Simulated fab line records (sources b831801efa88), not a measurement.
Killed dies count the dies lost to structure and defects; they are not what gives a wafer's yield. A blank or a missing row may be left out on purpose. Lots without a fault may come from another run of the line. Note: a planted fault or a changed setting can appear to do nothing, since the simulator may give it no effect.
fab line records	flow gf180mcu	part 2 of 2: steps 29 to 39 of 39
record lots=5	wafers=15	last-day=34
route steps=602 shown HV_LDD@179
lots with no fault: from the same line, run without faults
start-h: start of the lot's first displayed wafer, in hours after the record's first day	wait-h: hours elapsed since this lot's preceding step	" repeats the value in the row above	L1.1+2: one row covering several wafers at once	- no value present, or no start provided	* or withheld: withheld	< > ~ a bound
route shown NAME@n: names a module that has steps shown in the file, with the first one's number in the route	usual: mean/standard deviation of fault-free wafers	same: alike in all rows	chamber/n: place in a boat	sites: readings site by site	_std_site: standard deviation of those values	_edge_site: inner sites' mean taken away from outer sites' mean	radius-mm: for every site, how far away it sits from the centre of the wafer	mask NAME#n: copy n	behind: tool/chamber where the wafer was last shaped	hold: the reason the lot was held/the length of the hold in hours/how it ended	device: the transistor (n, p or np) that didn't switch	end of line: the route-end tests of the same wafers	a step given without rows: its recipe and nothing more	killed: the dies lost at the first sort to structure and to defects; this is not the yield of the wafer	map: the dies of a wafer, with x for killed, . for not killed, _ for no die there
set.NAME: the run value of the setting; set.NAME@STEP: its run value at that earlier step	model.NAME: the simulator's own value behind a step, which no gauge read
lots at some steps of the route; a table a step, a row a wafer
services: from which hour (start-h, from the record's first day; less than 0 if before it) a tool's chamber was out of use, for how many hours, and why
## steps
# step GF_HV_LDD_CD_MEAS_31
# recipe target-cd-nm=400
# usual cd-nm=404.9/2.1
lot.wafer	tool	chamber	start-h	wait-h	cd-nm
L077.1	cd-sem-01	-	274.87	0.1	407.8
L077.2	"	-	"	"	406.2
L077.6	"	-	"	"	405.3
L078.2	cd-sem-01	-	283.06	0.1	405.8
L078.4	"	-	"	"	404.9
L078.5	"	-	"	"	405.5
L085.3	cd-sem-02	-	351.93	0.1	404.9
L085.5	"	-	"	"	403.8
L085.6	"	-	"	"	405.1
L086.1	cd-sem-02	-	353.86	0.1	404.4
L086.2	"	-	"	"	403.1
L086.4	"	-	"	"	403.4
L097.1	cd-sem-01	-	434.23	0.1	402.6
L097.3	"	-	"	"	403.7
L097.6	"	-	"	"	404.5
# step GF_HV_LDD_OVL_MEAS_32
# usual HV_LDD_02_OVL=0.6/1.2
lot.wafer	tool	chamber	start-h	wait-h	HV_LDD_02_OVL[nm]
L077.1	overlay-02	-	274.99	0.1	3.0
L077.2	"	-	"	"	2.2
L077.6	"	-	"	"	1.5
L078.2	overlay-02	-	283.16	0.1	0.5
L078.4	"	-	"	"	0.3
L078.5	"	-	"	"	2.7
L085.3	overlay-02	-	352.02	0.1	0.8
L085.5	"	-	"	"	0.8
L085.6	"	-	"	"	1.0
L086.1	overlay-02	-	353.98	0.1	1.2
L086.2	"	-	"	"	1.5
L086.4	"	-	"	"	1.5
L097.1	overlay-01	-	434.35	0.1	-1.2
L097.3	"	-	"	"	1.1
L097.6	"	-	"	"	-0.9
# step GF_HV_LDD_IMPLANT_33
# recipe species=P	energy-kev=60	dose-cm2=7.5e+12	tilt-deg=30	rotation-deg=0
lot.wafer	tool	chamber	start-h	wait-h
L077.1+2+6	implanter-03	0	275.02	0.0
L078.2+4+5	implanter-04	0	283.22	0.0
L085.3+5+6	implanter-02	0	352.09	0.1
L086.1+2+4	implanter-03	0	354.02	0.0
L097.1+3+6	implanter-02	0	434.39	0.0
# step GF_HV_LDD_IMPLANT_34
# recipe species=P	energy-kev=60	dose-cm2=7.5e+12	tilt-deg=30	rotation-deg=90
lot.wafer	tool	chamber	start-h	wait-h
L077.1+2+6	implanter-03	0	275.17	0.1
L078.2+4+5	implanter-04	0	283.37	0.1
L085.3+5+6	implanter-02	0	352.24	0.1
L086.1+2+4	implanter-03	0	354.17	0.1
L097.1+3+6	implanter-02	0	434.54	0.1
# step GF_HV_LDD_IMPLANT_35
# recipe species=P	energy-kev=60	dose-cm2=7.5e+12	tilt-deg=30	rotation-deg=180
lot.wafer	tool	chamber	start-h	wait-h
L077.1+2+6	implanter-03	0	275.32	0.1
L078.2+4+5	implanter-04	0	283.52	0.1
L085.3+5+6	implanter-02	0	352.39	0.1
L086.1+2+4	implanter-03	0	354.32	0.1
L097.1+3+6	implanter-02	0	434.69	0.1
# step GF_HV_LDD_IMPLANT_36
# recipe species=P	energy-kev=60	dose-cm2=7.5e+12	tilt-deg=30	rotation-deg=270
lot.wafer	tool	chamber	start-h	wait-h
L077.1+2+6	implanter-03	0	275.47	0.1
L078.2+4+5	implanter-04	0	283.67	0.1
L085.3+5+6	implanter-02	0	352.54	0.1
L086.1+2+4	implanter-03	0	354.47	0.1
L097.1+3+6	implanter-02	0	434.84	0.1
# step GF_HV_LDD_STRIP_37
# recipe chemistry=O2/N2	power-w=1400	pressure-mtorr=1500	platen-temp-c=250	o2-flow-sccm=3000	n2-flow-sccm=300	overash-fraction=0.5
# usual drypump-motor-current-A=5.5/0.34	heater-power-w=341/45	oes-product-au=0.716/0.0051	strip-time-to-endpoint-s=12.63/0.036
lot.wafer	tool	chamber	start-h	wait-h	drypump-motor-current-A	heater-power-w	oes-product-au	rf-hours-counter-h	strip-time-to-endpoint-s
L077.1	plasma-asher-01	0	275.62	0.1	5.9	335	0.711	66	12.65
L077.2	"	1	"	"	5.6	311	0.719	66	12.67
L077.6	"	0	"	"	5.9	334	0.725	-	12.68
L078.2	plasma-asher-04	0	283.79	0.1	5.9	311	0.709	69	12.67
L078.4	"	1	"	"	5.0	308	0.708	-	12.69
L078.5	"	1	"	"	5.0	294	0.713	-	12.66
L085.3	plasma-asher-02	1	352.68	0.1	5.6	418	0.713	-	12.62
L085.5	"	0	"	"	5.4	399	0.715	-	12.68
L085.6	"	1	"	"	5.6	415	0.721	-	12.65
L086.1	plasma-asher-02	0	354.62	0.1	5.5	399	0.721	17	12.66
L086.2	"	1	"	"	5.6	426	0.722	17	12.68
L086.4	"	0	"	"	5.5	396	0.712	-	12.58
L097.1	plasma-asher-04	1	434.99	0.1	5.0	312	0.716	87	12.63
L097.3	"	0	"	"	5.9	315	0.716	-	12.65
L097.6	"	0	"	"	5.9	311	0.713	-	12.64
# step GF_HV_LDD_TW_MEAS_38
# usual HV_LDD_3_TW=1429/14
lot.wafer	tool	chamber	start-h	wait-h	HV_LDD_3_TW
L077.1	film-metro-01	-	275.72	0.1	1417
L077.2	"	-	"	"	1422
L077.6	"	-	"	"	1416
L078.2	film-metro-04	-	283.90	0.1	1428
L078.4	"	-	"	"	1426
L078.5	"	-	"	"	1424
L085.3	film-metro-01	-	352.76	0.1	1427
L085.5	"	-	"	"	1430
L085.6	"	-	"	"	1422
L086.1	film-metro-04	-	354.72	0.1	1414
L086.2	"	-	"	"	1424
L086.4	"	-	"	"	1414
L097.1	film-metro-01	-	435.09	0.1	1425
L097.3	"	-	"	"	1423
L097.6	"	-	"	"	1421
# step GF_HV_LDD_DEHYDRATE_39
# recipe temp-c=200	time-s=60
# usual chill-plate-temp-C=23.03/0.099
lot.wafer	tool	chamber	start-h	wait-h	chill-plate-temp-C
L077.1	litho-track-02	0	284.62	8.9	22.89
L077.2	"	0	"	"	22.73
L077.6	"	0	"	"	22.89
L078.2	litho-track-01	0	292.96	9.0	22.94
L078.4	"	0	"	"	22.97
L078.5	"	0	"	"	23.02
L085.3	litho-track-01	0	362.89	10.1	23.13
L085.5	"	0	"	"	23.04
L085.6	"	0	"	"	23.23
L086.1	litho-track-02	0	364.21	9.5	23.01
L086.2	"	0	"	"	23.13
L086.4	"	0	"	"	23.06
L097.1	litho-track-02	0	446.31	11.2	23.01
L097.3	"	0	"	"	22.90
L097.6	"	0	"	"	22.85
# step GF_HV_LDD_HMDS_40
# recipe prime-time-s=60	prime-temp-c=120
# usual chill-plate-temp-C=22.99/0.12
# same prime-time-s=60
lot.wafer	tool	chamber	start-h	wait-h	chill-plate-temp-C
L077.1	litho-track-02	0	284.77	0.1	22.97
L077.2	"	0	"	"	22.94
L077.6	"	0	"	"	23.14
L078.2	litho-track-01	0	293.11	0.1	22.95
L078.4	"	0	"	"	22.95
L078.5	"	0	"	"	23.00
L085.3	litho-track-01	0	363.04	0.1	22.86
L085.5	"	0	"	"	22.84
L085.6	"	0	"	"	22.89
L086.1	litho-track-02	0	364.36	0.1	23.00
L086.2	"	0	"	"	23.07
L086.4	"	0	"	"	22.88
L097.1	litho-track-02	0	446.46	0.1	22.88
L097.3	"	0	"	"	22.89
L097.6	"	0	"	"	22.84
# step GF_HV_LDD_COAT_41
# recipe resist=NOVOLAK	spin-rpm=3000	resist-thk-nm=1000
# usual chill-plate-temp-C=23.00/0.11
lot.wafer	tool	chamber	start-h	wait-h	chill-plate-temp-C
L077.1	litho-track-02	0	284.92	0.1	22.95
L077.2	"	0	"	"	22.90
L077.6	"	0	"	"	22.84
L078.2	litho-track-01	0	293.26	0.1	23.01
L078.4	"	0	"	"	22.95
L078.5	"	0	"	"	22.89
L085.3	litho-track-01	0	363.19	0.1	23.12
L085.5	"	0	"	"	22.79
L085.6	"	0	"	"	22.93
L086.1	litho-track-02	0	364.51	0.1	22.84
L086.2	"	0	"	"	22.85
L086.4	"	0	"	"	22.88
L097.1	litho-track-02	0	446.61	0.1	23.01
L097.3	"	0	"	"	23.14
L097.6	"	0	"	"	23.11
## services
tool	chamber	start-h	hours	kind
plasma-asher-02	-	252.16	4.3	repair
iline-stepper-01	-	261.16	1.7	pm
iline-stepper-01	-	263.13	6.7	repair
iline-stepper-02	-	277.75	1.7	pm
iline-stepper-01	-	285.85	2.1	pm
implanter-03	-	286.12	4.0	pm
iline-stepper-01	-	287.93	-	consumable-replace:lamp
implanter-04	-	291.86	8.2	repair
plasma-asher-02	-	304.19	2.8	pm
plasma-asher-02	-	336.53	13.3	repair
implanter-03	-	343.56	2.2	repair
iline-stepper-01	-	349.28	4.4	pm
plasma-asher-02	-	355.69	5.4	repair
iline-stepper-01	-	359.88	0.6	repair
plasma-asher-02	-	367.57	4.6	repair
iline-stepper-01	-	379.71	7.6	repair
plasma-asher-01	-	392.91	0.5	repair
iline-stepper-01	-	401.83	3.7	repair
plasma-asher-01	-	421.25	9.0	pm
plasma-asher-01	0	421.25	9.0	vent-cycle
plasma-asher-01	1	421.25	9.0	vent-cycle
plasma-asher-01	0	430.25	-	clean
plasma-asher-01	1	430.25	-	clean
